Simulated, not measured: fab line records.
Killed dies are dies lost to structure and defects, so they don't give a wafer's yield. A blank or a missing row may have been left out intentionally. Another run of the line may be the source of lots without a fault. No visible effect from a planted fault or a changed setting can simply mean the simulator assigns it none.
Matching of chambers	flow gf180mcu	GF_HV_LDD_ETCHBACK_58 on rieDiel-01: 4 sister chambers
The step etches Si3N4 in CH3F/O2, stops on SiO2, time 100 s, target depth 90 nm. 8 wafers are shown with their chamber, then 7 later ones without.

== WAFERS, EACH WITH ITS CHAMBER ==
wafer	chamber	drypumpMotorCurrentA (A)	oesProductAu (a.u.)
L876.1	3	5.5	0.846
L876.3	0	5.8	0.837
L880.5	3	5.5	0.844
L881.2	0	5.8	0.839
L882.6	2	5.5	0.841
L883.1	2	5.4	0.855
L883.3	1	5.1	0.844
L883.5	1	5.1	0.838

== WAFERS WHOSE CHAMBER IS MISSING ==
wafer	drypumpMotorCurrentA (A)	oesProductAu (a.u.)
L894.1	5.1	0.839
L894.3	5.5	0.839
L894.5	5.5	0.847
L895.1	5.5	0.843
L895.5	5.5	0.842
L896.2	5.7	0.833
L896.5	5.8	0.832

== WHICH CHAMBER EACH ONE RAN IN ==
wafer	from the rows above	in truth
L894.1	1	1
L894.3	can't be placed: 3 or 2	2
L894.5	can't be placed: 3 or 2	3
L895.1	can't be placed: 3 or 2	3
L895.5	can't be placed: 3 or 2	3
L896.2	0	0
L896.5	0	0
Correctly placed: 3 of 7. Not placeable from these rows: 4 (in 4, the candidates include the true chamber). Wrongly placed: 0.
How it was worked out, from the rows above alone: a wafer's distance from a chamber is the root of the sum, over the readings, of the square of ((its reading less the chamber's mean) divided by the reading's scatter). If the next closest chamber is less than 2 further off than the closest, the wafer can't be placed; otherwise it belongs to the closest. A chamber's mean is the mean of its shown wafers. The scatter: take each reading less its chamber's mean, square it, sum over the shown wafers, divide by the number of wafers less the number of chambers, and take the root.
